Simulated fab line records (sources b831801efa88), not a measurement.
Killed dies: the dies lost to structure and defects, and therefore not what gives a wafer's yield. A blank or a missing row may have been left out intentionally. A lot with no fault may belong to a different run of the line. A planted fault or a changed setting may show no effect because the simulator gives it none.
Which tool is to blame? / flow gf180mcu / 42 wafers from 14 lots sampled at 3 of the route's 602 steps

WHAT THE GAUGES SHOWED, per wafer
GF_HV_LDD_TW_MEAS_50. Usual: for HV_LDD_4_TW the level is 571 and the standard deviation is 5.8.
lot=L754; measured=day 11 14:39; on=film_metro-04; HV_LDD_4_TW=569 569 572; flag=
lot=L755; measured=day 11 21:41; on=film_metro-02; HV_LDD_4_TW=564 563 562; flag=
lot=L756; measured=day 12 14:18; on=film_metro-04; HV_LDD_4_TW=576 572 569; flag=
lot=L759; measured=day 13 06:30; on=film_metro-04; HV_LDD_4_TW=573 572 574; flag=
lot=L760; measured=day 15 15:54; on=film_metro-04; HV_LDD_4_TW=573 571 572; flag=
lot=L762; measured=day 15 23:01; on=film_metro-03; HV_LDD_4_TW=580 577 580; flag=
lot=L764; measured=day 15 23:39; on=film_metro-03; HV_LDD_4_TW=583 579 583; flag=
lot=L763; measured=day 16 02:07; on=film_metro-04; HV_LDD_4_TW=573 574 571; flag=
lot=L765; measured=day 16 03:01; on=film_metro-04; HV_LDD_4_TW=569 569 572; flag=
lot=L768; measured=day 17 14:38; on=film_metro-03; HV_LDD_4_TW=574 577 579; flag=
lot=L770; measured=day 17 22:55; on=film_metro-02; HV_LDD_4_TW=563 565 567; flag=
lot=L771; measured=day 18 11:36; on=film_metro-02; HV_LDD_4_TW=566 565 561; flag=
lot=L775; measured=day 20 01:48; on=film_metro-04; HV_LDD_4_TW=571 572 575; flag=
lot=L777; measured=day 20 15:13; on=film_metro-02; HV_LDD_4_TW=569 564 564; flag=

TOOL THAT RAN EACH LOT (tool first, then ch and the chambers of the sampled wafers, then the start)
lot=L754; GF_HV_LDD_STRIP_37=plasma_asher-04 ch 0,1, day 10 19:39; GF_HV_LDD_SOFTBAKE_42=litho_track-02 ch 0, day 11 04:18
lot=L755; GF_HV_LDD_STRIP_37=plasma_asher-02 ch 0,1, day 11 02:14; GF_HV_LDD_SOFTBAKE_42=litho_track-02 ch 0, day 11 12:15
lot=L756; GF_HV_LDD_STRIP_37=plasma_asher-02 ch 0,1, day 11 18:05; GF_HV_LDD_SOFTBAKE_42=litho_track-02 ch 0, day 12 03:47
lot=L759; GF_HV_LDD_STRIP_37=plasma_asher-02 ch 0,1, day 12 10:20; GF_HV_LDD_SOFTBAKE_42=litho_track-04 ch 0, day 12 19:55
lot=L760; GF_HV_LDD_STRIP_37=plasma_asher-03 ch 0,1, day 14 18:04; GF_HV_LDD_SOFTBAKE_42=litho_track-04 ch 0, day 15 05:01
lot=L762; GF_HV_LDD_STRIP_37=plasma_asher-04 ch 0,1, day 15 01:05; GF_HV_LDD_SOFTBAKE_42=litho_track-03 ch 0, day 15 12:08
lot=L764; GF_HV_LDD_STRIP_37=plasma_asher-02 ch 0,1, day 15 01:38; GF_HV_LDD_SOFTBAKE_42=litho_track-03 ch 0, day 15 12:43
lot=L763; GF_HV_LDD_STRIP_37=plasma_asher-02 ch 0,1, day 15 03:47; GF_HV_LDD_SOFTBAKE_42=litho_track-04 ch 0, day 15 14:56
lot=L765; GF_HV_LDD_STRIP_37=plasma_asher-02 ch 0,1, day 15 05:17; GF_HV_LDD_SOFTBAKE_42=litho_track-04 ch 0, day 15 15:50
lot=L768; GF_HV_LDD_STRIP_37=plasma_asher-03 ch 0,1, day 16 14:29; GF_HV_LDD_SOFTBAKE_42=litho_track-04 ch 0, day 17 02:41
lot=L770; GF_HV_LDD_STRIP_37=plasma_asher-02 ch 0,1, day 16 23:58; GF_HV_LDD_SOFTBAKE_42=litho_track-04 ch 0, day 17 10:56
lot=L771; GF_HV_LDD_STRIP_37=plasma_asher-04 ch 0,1, day 17 11:46; GF_HV_LDD_SOFTBAKE_42=litho_track-04 ch 0, day 17 23:31
lot=L775; GF_HV_LDD_STRIP_37=plasma_asher-02 ch 0,1, day 19 01:02; GF_HV_LDD_SOFTBAKE_42=litho_track-02 ch 0, day 19 12:31
lot=L777; GF_HV_LDD_STRIP_37=plasma_asher-03 ch 0,1, day 19 14:29; GF_HV_LDD_SOFTBAKE_42=litho_track-02 ch 0, day 20 03:01
- GF_HV_LDD_STRIP_37: strips in O2/N2.
- GF_HV_LDD_SOFTBAKE_42: time 60 s.

WHAT THE TOOLS THEMSELVES READ (means of the sampled wafers that have a number; where no wafer has one, the mark that the record gives instead)
GF_HV_LDD_STRIP_37. Usual: drypump_motor_current_A 5.7 A, standard deviation 0.33; heater_power_w 314 W, standard deviation 38; n2_flow_sccm 300.0 sccm, standard deviation 0.95; oes_product_au 0.716 a.u., standard deviation 0.0048; strip_time_to_endpoint_s 12.64 s, standard deviation 0.041.
lot=L754; tool=plasma_asher-04; drypump_motor_current_A (A)=5.3; heater_power_w (W)=349; n2_flow_sccm (sccm)=300.6; oes_product_au (a.u.)=0.714; strip_time_to_endpoint_s (s)=12.67; flag=
lot=L755; tool=plasma_asher-02; drypump_motor_current_A (A)=6.0; heater_power_w (W)=322; n2_flow_sccm (sccm)=300.7; oes_product_au (a.u.)=0.714; strip_time_to_endpoint_s (s)=12.63; flag=
lot=L756; tool=plasma_asher-02; drypump_motor_current_A (A)=6.0; heater_power_w (W)=322; n2_flow_sccm (sccm)=300.1; oes_product_au (a.u.)=0.713; strip_time_to_endpoint_s (s)=12.65; flag=
lot=L759; tool=plasma_asher-02; drypump_motor_current_A (A)=6.0; heater_power_w (W)=325; n2_flow_sccm (sccm)=299.1; oes_product_au (a.u.)=0.710; strip_time_to_endpoint_s (s)=12.65; flag=
lot=L760; tool=plasma_asher-03; drypump_motor_current_A (A)=5.7; heater_power_w (W)=258; n2_flow_sccm (sccm)=299.7; oes_product_au (a.u.)=0.716; strip_time_to_endpoint_s (s)=12.59; flag=
lot=L762; tool=plasma_asher-04; drypump_motor_current_A (A)=5.3; heater_power_w (W)=352; n2_flow_sccm (sccm)=299.7; oes_product_au (a.u.)=0.715; strip_time_to_endpoint_s (s)=12.70; flag=
lot=L764; tool=plasma_asher-02; drypump_motor_current_A (A)=6.0; heater_power_w (W)=324; n2_flow_sccm (sccm)=299.6; oes_product_au (a.u.)=0.712; strip_time_to_endpoint_s (s)=12.62; flag=
lot=L763; tool=plasma_asher-02; drypump_motor_current_A (A)=6.0; heater_power_w (W)=318; n2_flow_sccm (sccm)=299.7; oes_product_au (a.u.)=0.721; strip_time_to_endpoint_s (s)=12.66; flag=
lot=L765; tool=plasma_asher-02; drypump_motor_current_A (A)=6.1; heater_power_w (W)=324; n2_flow_sccm (sccm)=299.4; oes_product_au (a.u.)=0.712; strip_time_to_endpoint_s (s)=12.70; flag=
lot=L768; tool=plasma_asher-03; drypump_motor_current_A (A)=5.5; heater_power_w (W)=257; n2_flow_sccm (sccm)=300.5; oes_product_au (a.u.)=0.716; strip_time_to_endpoint_s (s)=12.71; flag=
lot=L770; tool=plasma_asher-02; drypump_motor_current_A (A)=6.0; heater_power_w (W)=320; n2_flow_sccm (sccm)=300.7; oes_product_au (a.u.)=0.709; strip_time_to_endpoint_s (s)=12.64; flag=
lot=L771; tool=plasma_asher-04; drypump_motor_current_A (A)=5.5; heater_power_w (W)=334; n2_flow_sccm (sccm)=299.9; oes_product_au (a.u.)=0.716; strip_time_to_endpoint_s (s)=12.56; flag=
lot=L775; tool=plasma_asher-02; drypump_motor_current_A (A)=6.0; heater_power_w (W)=322; n2_flow_sccm (sccm)=299.5; oes_product_au (a.u.)=0.721; strip_time_to_endpoint_s (s)=12.71; flag=
lot=L777; tool=plasma_asher-03; drypump_motor_current_A (A)=5.7; heater_power_w (W)=257; n2_flow_sccm (sccm)=299.1; oes_product_au (a.u.)=0.715; strip_time_to_endpoint_s (s)=12.62; flag=

GF_HV_LDD_SOFTBAKE_42. Usual: run_length_s reads 89.02 s (standard deviation 0.14).
lot=L754; tool=litho_track-02; run_length_s (s)=88.84; flag=
lot=L755; tool=litho_track-02; run_length_s (s)=89.01; flag=
lot=L756; tool=litho_track-02; run_length_s (s)=88.94; flag=
lot=L759; tool=litho_track-04; run_length_s (s)=89.12; flag=
lot=L760; tool=litho_track-04; run_length_s (s)=88.99; flag=
lot=L762; tool=litho_track-03; run_length_s (s)=89.19; flag=
lot=L764; tool=litho_track-03; run_length_s (s)=89.12; flag=
lot=L763; tool=litho_track-04; run_length_s (s)=89.12; flag=
lot=L765; tool=litho_track-04; run_length_s (s)=89.05; flag=
lot=L768; tool=litho_track-04; run_length_s (s)=89.14; flag=
lot=L770; tool=litho_track-04; run_length_s (s)=91.08; flag=OFF
lot=L771; tool=litho_track-04; run_length_s (s)=91.03; flag=OFF
lot=L775; tool=litho_track-02; run_length_s (s)=88.85; flag=
lot=L777; tool=litho_track-02; run_length_s (s)=88.85; flag=

THE ANSWER, worked out from the rows above alone
Rule: lot off if the mean of its wafers having a number is beyond 3 standard deviations from the usual mean. Also off: a lot with no number at a reading for which 4 or more lots have one. Where the step has rows for the other lots, those lots are counted as sound. The gauges are gone through in route order, then the tools' own readings, and for those a lot's mean is taken as printed above. At the first step where some lot is off, the reading lying furthest off is the one used; lots without a number count as furthest.
Off: L770, L771 (GF_HV_LDD_SOFTBAKE_42, run_length_s).
A tool fits if, at that step or a process step before it, it ran every lot that is off, and no sound lot after the first of them. One fits: litho_track-04 at GF_HV_LDD_SOFTBAKE_42. A fault onset in the window from L768 (day 17 02:41, its last sound lot) to L770 (day 17 10:56, its first lot off) fits.
On the lots that are off, the tool's own readings at GF_HV_LDD_SOFTBAKE_42 differ by more than 5 times the standard deviation of the sound lots' means, which bears it out; run_length_s reads 91.06 s there versus 89.02 s on the sound lots.

WHAT THE SIMULATOR PUT IN
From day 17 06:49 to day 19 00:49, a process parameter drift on litho_track-04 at GF_HV_LDD_SOFTBAKE_42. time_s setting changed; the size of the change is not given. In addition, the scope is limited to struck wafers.
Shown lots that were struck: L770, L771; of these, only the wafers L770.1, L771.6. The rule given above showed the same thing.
